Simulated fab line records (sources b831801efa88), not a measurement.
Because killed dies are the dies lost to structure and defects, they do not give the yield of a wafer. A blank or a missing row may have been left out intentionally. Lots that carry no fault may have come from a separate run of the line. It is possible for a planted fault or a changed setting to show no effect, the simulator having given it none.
Which tool did it? -- flow sky130 -- 35 wafers from 12 lots sampled at 4 of the route's 708 steps

## WHAT THE GAUGES READ, wafer by wafer
SKY_PASSIVATION_THK_MEAS_01.
lot,measured,on,PASSIVATION_CVD_00_THK (nm)
L724,day 43 14:47,film_metro-04,90.0 91.9 90.8
L725,day 44 15:07,film_metro-03,87.6 87.4 91.5
L727,day 44 17:04,film_metro-04,90.5 91.8 91.3
L726,day 44 19:29,film_metro-04,90.2 92.9 92.7
L728,day 45 02:31,film_metro-02,88.1 89.1 87.8
L729,day 45 03:49,film_metro-04,89.3 90.2 91.7
L731,day 45 11:33,film_metro-03,89.4 89.5 91.2
L734,day 46 14:47,film_metro-02,91.7 92.2
L735,day 46 23:26,film_metro-04,87.7 88.6 89.5
L743,day 48 16:47,film_metro-04,87.1 88.4 88.7
L746,day 49 17:13,film_metro-04,88.5 89.1 88.9
L747,day 49 19:31,film_metro-04,88.2 88.0 89.5

SKY_PAD_OPEN_BOW_MEAS_13.
lot,measured,on,PAD_OPEN_BOW (um)
L724,day 45 12:01,film_metro-01,39 45 41
L725,day 46 11:40,film_metro-01,42 26 42
L727,day 46 13:48,film_metro-01,47 58 60
L726,day 46 16:47,film_metro-01,45 43 60
L728,day 46 23:52,film_metro-04,32 32 40
L729,day 47 00:05,film_metro-01,46 52 50
L731,day 47 07:15,film_metro-04,47 48 45
L734,day 48 07:35,film_metro-04,58 46
L735,day 48 16:11,film_metro-01,52 43 39
L743,day 50 07:28,film_metro-04,45 37 45
L746,day 51 04:29,film_metro-01,50 42 70
L747,day 51 06:20,film_metro-01,54 46 46

## EACH LOT AND THE TOOL THAT RAN IT (in order: tool; ch and the chambers of the sampled wafers; start)
lot,SKY_VIA4_SPUTTER_17,SKY_METAL5_STRIP_16
L724,"pvd_sputter-03, day 42 13:47","plasma_asher-01 ch 0,1, day 43 14:10"
L725,"pvd_sputter-04, day 43 15:14","plasma_asher-01 ch 0,1, day 44 14:27"
L727,"pvd_sputter-01, day 43 17:17","plasma_asher-03 ch 0,1, day 44 16:27"
L726,"pvd_sputter-01, day 43 18:35","plasma_asher-04 ch 0,1, day 44 18:52"
L728,"pvd_sputter-03, day 44 03:15","plasma_asher-01 ch 0,1, day 45 01:52"
L729,"pvd_sputter-03, day 44 04:14","plasma_asher-04 ch 0,1, day 45 03:12"
L731,"pvd_sputter-01, day 44 12:31","plasma_asher-04 ch 0,1, day 45 10:51"
L734,"pvd_sputter-01, day 45 15:59","plasma_asher-01 ch 0,1, day 46 14:08"
L735,"pvd_sputter-01, day 46 00:12","plasma_asher-03 ch 0,1, day 46 22:49"
L743,"pvd_sputter-03, day 47 20:24","plasma_asher-01 ch 0,1, day 48 16:04"
L746,"pvd_sputter-04, day 48 21:32","plasma_asher-04 ch 1, day 49 16:36"
L747,"pvd_sputter-01, day 49 01:14","plasma_asher-01 ch 0,1, day 49 18:48"
- SKY_VIA4_SPUTTER_17: material TiN, target thk 20 nm, time 80 s.
- SKY_METAL5_STRIP_16: strips in O2/N2.

## WHAT THE TOOLS THEMSELVES READ (means of the sampled wafers that have a number; where no wafer has one, the mark that the record gives instead)
SKY_VIA4_SPUTTER_17.
lot,tool,throttle_valve_pct (%)
L724,pvd_sputter-03,29.4
L725,pvd_sputter-04,29.9
L727,pvd_sputter-01,31.3
L726,pvd_sputter-01,31.2
L728,pvd_sputter-03,30.0
L729,pvd_sputter-03,29.5
L731,pvd_sputter-01,30.8
L734,pvd_sputter-01,31.2
L735,pvd_sputter-01,31.2
L743,pvd_sputter-03,29.4
L746,pvd_sputter-04,29.7
L747,pvd_sputter-01,31.1

SKY_METAL5_STRIP_16.
lot,tool,drypump_motor_current_A (A),oes_product_au (a.u.),strip_time_to_endpoint_s (s)
L724,plasma_asher-01,5.7,0.712,13.13
L725,plasma_asher-01,5.6,0.711,12.87
L727,plasma_asher-03,6.3,0.711,13.10
L726,plasma_asher-04,6.2,0.706,13.03
L728,plasma_asher-01,5.7,0.710,13.12
L729,plasma_asher-04,6.2,0.714,12.99
L731,plasma_asher-04,6.2,0.708,13.18
L734,plasma_asher-01,5.7,0.706,13.21
L735,plasma_asher-03,6.1,0.710,13.18
L743,plasma_asher-01,5.8,0.716,13.02
L746,plasma_asher-04,6.2,0.706,13.13
L747,plasma_asher-01,5.6,0.712,13.14

## THE ANSWER, worked out from the rows above alone
Rule: usual is defined by the lots themselves. The widest of any qualifying gaps counts: lots, ordered by their means at a reading, are off when they make up no more than a third of the lots, leave a main group of 4 or more, and stand apart from it by 3 or more times the standard deviation of that group's means. A main group is skipped when, at the precision printed for the reading in the tables above, its means are all equal. Also off: a lot with no number at a reading for which 4 or more lots have one. Any other lot the step has rows for is counted as sound. Order of review: gauges by route order, followed by the tools' own readings, for which a lot's mean as printed above is used. The first step at which some lot is off is used, and at that step the reading that is off furthest; a lot without a number counts as furthest.
Nothing can be told from this: no lot is off at any reading shown.

## WHAT THE SIMULATOR PUT IN
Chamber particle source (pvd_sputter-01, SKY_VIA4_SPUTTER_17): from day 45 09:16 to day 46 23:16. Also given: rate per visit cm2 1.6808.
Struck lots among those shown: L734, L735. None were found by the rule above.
